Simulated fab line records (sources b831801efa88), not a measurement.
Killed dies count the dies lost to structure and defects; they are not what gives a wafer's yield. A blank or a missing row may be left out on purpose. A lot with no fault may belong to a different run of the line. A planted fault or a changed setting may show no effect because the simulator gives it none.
Matching of chambers	flow gf180mcu	GF_V1_CMP_26 on cmp-01 has 4 sister chambers
The step polishes, stops on SiO2, t overpolish 15 s, target thk 0 nm. 8 wafers are shown with their chamber, then 7 later ones without.

## WAFERS, EACH WITH ITS CHAMBER
wafer	chamber	motor-current-A (A)	time-to-endpoint-s (s)
L182.3	3	9.2	83
L191.1	3	9.2	83
L191.5	0	9.1	84
L200.3	0	9.1	79
L200.4	2	11.5	86
L200.6	1	12.4	78
L201.2	2	11.1	92
L201.3	1	12.0	83

## WAFERS MISSING THEIR CHAMBER
wafer	motor-current-A (A)	time-to-endpoint-s (s)
L201.4	8.9	75
L203.1	12.3	81
L203.3	11.5	92
L203.5	11.6	83
L205.3	11.7	91
L205.4	11.5	86
L205.5	11.6	85

## WHICH CHAMBER EACH ONE RAN IN
wafer	from the rows above	in truth
L201.4	can't be placed: 0 or 3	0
L203.1	1	1
L203.3	2	2
L203.5	can't be placed: 2 or 1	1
L205.3	can't be placed: 2 or 1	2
L205.4	2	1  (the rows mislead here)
L205.5	can't be placed: 2 or 1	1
2 of 7 placed correctly. Can't be placed from these rows: 4 (the true chamber is among the candidates in 4). 1 placed wrongly.
How it was worked out, from the rows above alone: a wafer's distance from a chamber is the root of the sum, over the readings, of the square of ((its reading less the chamber's mean) divided by the reading's scatter). The wafer belongs to the nearest chamber; if the next one is less than 2 further off, it can't be placed. A chamber's mean is the mean of its shown wafers. The scatter is the square root of a quotient: the sum, over the shown wafers, of each reading's squared deviation from its chamber's mean, divided by wafers minus chambers.
